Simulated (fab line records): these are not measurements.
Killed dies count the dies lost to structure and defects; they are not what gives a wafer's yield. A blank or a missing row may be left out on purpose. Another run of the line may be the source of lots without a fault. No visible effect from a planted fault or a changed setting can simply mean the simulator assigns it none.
What tool caused it? || flow sky130 || 12 lots, 36 wafers sampled, at 4 steps of a route of 708

WHAT THE GAUGES SHOWED, per wafer
SKY_VIA1_CD_MEAS_12: the cd target is 150 nm.
{"lot": "L075", "measured": "day 35 06:22", "on": "cdSem-02", "cdNm (nm)": "150.2 152.8 152.2"}
{"lot": "L077", "measured": "day 35 23:13", "on": "cdSem-02", "cdNm (nm)": "151.7 150.7 151.5"}
{"lot": "L079", "measured": "day 36 08:25", "on": "cdSem-01", "cdNm (nm)": "148.9 149.0 148.3"}
{"lot": "L081", "measured": "day 37 06:40", "on": "cdSem-02", "cdNm (nm)": "150.9 152.0 151.6"}
{"lot": "L083", "measured": "day 37 21:01", "on": "cdSem-02", "cdNm (nm)": "153.5 150.3 150.7"}
{"lot": "L085", "measured": "day 38 11:27", "on": "cdSem-02", "cdNm (nm)": "149.7 148.1 147.8"}
{"lot": "L087", "measured": "day 38 20:24", "on": "cdSem-02", "cdNm (nm)": "151.1 150.4 150.7"}
{"lot": "L089", "measured": "day 39 14:44", "on": "cdSem-02", "cdNm (nm)": "151.0 150.2 148.7"}
{"lot": "L091", "measured": "day 40 08:10", "on": "cdSem-01", "cdNm (nm)": "149.6 148.9 148.4"}
{"lot": "L093", "measured": "day 40 14:28", "on": "cdSem-01", "cdNm (nm)": "149.1 149.7 150.6"}
{"lot": "L095", "measured": "day 41 07:58", "on": "cdSem-01", "cdNm (nm)": "150.2 150.1 150.3"}
{"lot": "L097", "measured": "day 41 12:49", "on": "cdSem-01", "cdNm (nm)": "147.6 147.3 148.7"}

EACH LOT AND THE TOOL THAT RAN IT (in order: tool; ch and the chambers of the sampled wafers; start)
{"lot": "L075", "SKY_SD_P_STRIP_10": "plasmaAsher-04 ch 0,1, day 26 16:34", "SKY_LI_CONTACT_ETCH_15": "rieDiel-03 ch 0,1,2, day 30 08:59", "SKY_CONTACT_CMP_27": "cmp-02 ch 0,2,3, day 32 22:05"}
{"lot": "L077", "SKY_SD_P_STRIP_10": "plasmaAsher-04 ch 0,1, day 27 09:25", "SKY_LI_CONTACT_ETCH_15": "rieDiel-04 ch 0,2, day 31 02:14", "SKY_CONTACT_CMP_27": "cmp-02 ch 0,1,3, day 33 14:53"}
{"lot": "L079", "SKY_SD_P_STRIP_10": "plasmaAsher-04 ch 0,1, day 27 20:10", "SKY_LI_CONTACT_ETCH_15": "rieDiel-04 ch 1,2,3, day 31 13:11", "SKY_CONTACT_CMP_27": "cmp-02 ch 0,1,2, day 33 23:59"}
{"lot": "L081", "SKY_SD_P_STRIP_10": "plasmaAsher-02 ch 0,1, day 28 20:14", "SKY_LI_CONTACT_ETCH_15": "rieDiel-03 ch 1,2,3, day 32 12:30", "SKY_CONTACT_CMP_27": "cmp-01 ch 0,2,3, day 34 23:04"}
{"lot": "L083", "SKY_SD_P_STRIP_10": "plasmaAsher-01 ch 0,1, day 29 12:28", "SKY_LI_CONTACT_ETCH_15": "rieDiel-03 ch 0,1,3, day 33 02:25", "SKY_CONTACT_CMP_27": "cmp-01 ch 0,1,3, day 35 13:29"}
{"lot": "L085", "SKY_SD_P_STRIP_10": "plasmaAsher-01 ch 0,1, day 30 03:28", "SKY_LI_CONTACT_ETCH_15": "rieDiel-02 ch 0,1,2, day 33 18:28", "SKY_CONTACT_CMP_27": "cmp-02 ch 0,1,3, day 36 04:05"}
{"lot": "L087", "SKY_SD_P_STRIP_10": "plasmaAsher-02 ch 0,1, day 30 16:10", "SKY_LI_CONTACT_ETCH_15": "rieDiel-03 ch 1,3, day 34 05:15", "SKY_CONTACT_CMP_27": "cmp-01 ch 1,2, day 36 14:19"}
{"lot": "L089", "SKY_SD_P_STRIP_10": "plasmaAsher-01 ch 1, day 31 09:46", "SKY_LI_CONTACT_ETCH_15": "rieDiel-02 ch 0,2,3, day 34 22:34", "SKY_CONTACT_CMP_27": "cmp-01 ch 0,1,3, day 37 07:50"}
{"lot": "L091", "SKY_SD_P_STRIP_10": "plasmaAsher-04 ch 0,1, day 32 04:13", "SKY_LI_CONTACT_ETCH_15": "rieDiel-03 ch 0,2, day 35 16:05", "SKY_CONTACT_CMP_27": "cmp-02 ch 0,1,3, day 38 02:03"}
{"lot": "L093", "SKY_SD_P_STRIP_10": "plasmaAsher-04 ch 0, day 32 12:55", "SKY_LI_CONTACT_ETCH_15": "rieDiel-04 ch 1,2, day 36 00:30", "SKY_CONTACT_CMP_27": "cmp-01 ch 0,2,3, day 38 09:11"}
{"lot": "L095", "SKY_SD_P_STRIP_10": "plasmaAsher-01 ch 0,1, day 33 08:31", "SKY_LI_CONTACT_ETCH_15": "rieDiel-03 ch 0,2,3, day 36 19:27", "SKY_CONTACT_CMP_27": "cmp-02 ch 0,2,3, day 39 05:04"}
{"lot": "L097", "SKY_SD_P_STRIP_10": "plasmaAsher-04 ch 0,1, day 33 12:40", "SKY_LI_CONTACT_ETCH_15": "rieDiel-04 ch 1,2, day 37 00:09", "SKY_CONTACT_CMP_27": "cmp-02 ch 0,2,3, day 39 09:05"}
- SKY_SD_P_STRIP_10: strips in O2/N2.
- SKY_LI_CONTACT_ETCH_15: etches PSG in C4F8/O2/Ar, stops on Si, target depth 600 nm.
- SKY_CONTACT_CMP_27: polishes, stops on SiO2, t overpolish 15 s, target thk 0 nm.

THE ANSWER, worked out from the rows above alone
Rule: the lots themselves supply what counts as usual. The widest of any qualifying gaps counts: lots, ordered by their means at a reading, are off when they make up no more than a third of the lots, leave a main group of 4 or more, and stand apart from it by 3 or more times the standard deviation of that group's means. Not used: any main group whose means are identical at the precision the tables above print for the reading. Also off: a lot with no number at a reading for which 4 or more lots have one. Any other lot the step has rows for is counted as sound.
No lot is off at any reading shown: from this, nothing can be told.

WHAT THE SIMULATOR HAD INSERTED
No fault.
